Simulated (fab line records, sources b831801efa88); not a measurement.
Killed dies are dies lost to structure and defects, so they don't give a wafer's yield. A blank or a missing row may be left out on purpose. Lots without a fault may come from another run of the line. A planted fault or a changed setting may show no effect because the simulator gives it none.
Chamber matching | flow sky130 | SKY_POLY_CUT_ETCH_11 on rie_diel-02: 4 sister chambers
The step etches Si3N4 in CF4/CH2F2/Ar, stops on poly-Si, time 42.5 s, target depth 60 nm. 16 wafers are shown with their chamber, then 8 later ones without.

WAFERS WITH THEIR CHAMBER
wafer  | chamber | drypump_motor_current_A (A) | throttle_valve_pct (%) | cf4_flow_sccm (sccm)
L860.2 | 2       | 6.2                         | 14.992                 | 40.25
L860.4 | 0       | 5.8                         | 14.990                 | 39.94
L860.5 | 2       | 6.2                         | 14.999                 | 40.12
L861.2 | 0       | 5.8                         | 15.003                 | 40.17
L861.3 | 3       | 5.2                         | 14.994                 | 39.99
L861.6 | 3       | 5.2                         | 14.998                 | 40.08
L862.1 | 3       | 5.2                         | 14.997                 | 39.94
L862.2 | 2       | 6.1                         | 14.993                 | 40.22
L862.3 | 0       | 5.8                         | 14.994                 | 39.98
L869.3 | 3       | 5.2                         | 15.000                 | 40.09
L869.4 | 0       | 5.9                         | 14.996                 | 39.93
L869.6 | 1       | 5.8                         | 15.000                 | 40.03
L870.1 | 3       | 5.2                         | 14.988                 | 40.02
L870.3 | 1       | 5.8                         | 15.006                 | 39.94
L870.4 | 2       | 6.2                         | 14.987                 | 39.83
L872.1 | 0       | 5.8                         | 15.005                 | 40.09

SIGNATURES (means of the wafers above)
reading                 | chamber 0 | chamber 1 | chamber 2 | chamber 3 | scatter within a chamber
drypump_motor_current_A | 5.820     | 5.800     | 6.175     | 5.200     | 0.0359
throttle_valve_pct      | 14.99760  | 15.00300  | 14.99275  | 14.99540  | 0.00528
cf4_flow_sccm           | 40.0220   | 39.9850   | 40.1050   | 40.0240   | 0.12
Rule: a wafer's distance from a chamber is the root of the sum, over the readings, of the square of ((its reading less the chamber's mean) divided by the reading's scatter). The wafer belongs to the nearest chamber; if the next one is less than 2 further off, it can't be placed. The scatter: the root of (the sum of the squares of (reading less its chamber's mean) over the shown wafers, divided by (wafers less chambers)).

WAFERS WITHOUT THEIR CHAMBER
wafer  | drypump_motor_current_A (A) | throttle_valve_pct (%) | cf4_flow_sccm (sccm)
L872.2 | 5.8                         | 14.983                 | 40.07
L872.4 | 5.2                         | 14.976                 | 39.84
L880.1 | 5.2                         | 14.991                 | 40.13
L880.3 | 5.8                         | 14.992                 | 39.98
L880.6 | 5.2                         | 15.000                 | 39.95
L881.1 | 5.2                         | 15.000                 | 39.75
L881.2 | 5.8                         | 14.988                 | 40.02
L881.3 | 5.8                         | 14.988                 | 39.97

WHICH CHAMBER EACH WENT THROUGH
wafer  | from the rows above     | in truth
L872.2 | can't be placed: 0 or 1 | 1
L872.4 | 3                       | 3
L880.1 | 3                       | 3
L880.3 | can't be placed: 0 or 1 | 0
L880.6 | 3                       | 3
L881.1 | 3                       | 3
L881.2 | can't be placed: 0 or 1 | 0
L881.3 | can't be placed: 0 or 1 | 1
Placed correctly: 4 of 8. Can't be placed from these rows: 4 (the true chamber is among the candidates in 4). Placed wrongly: 0.
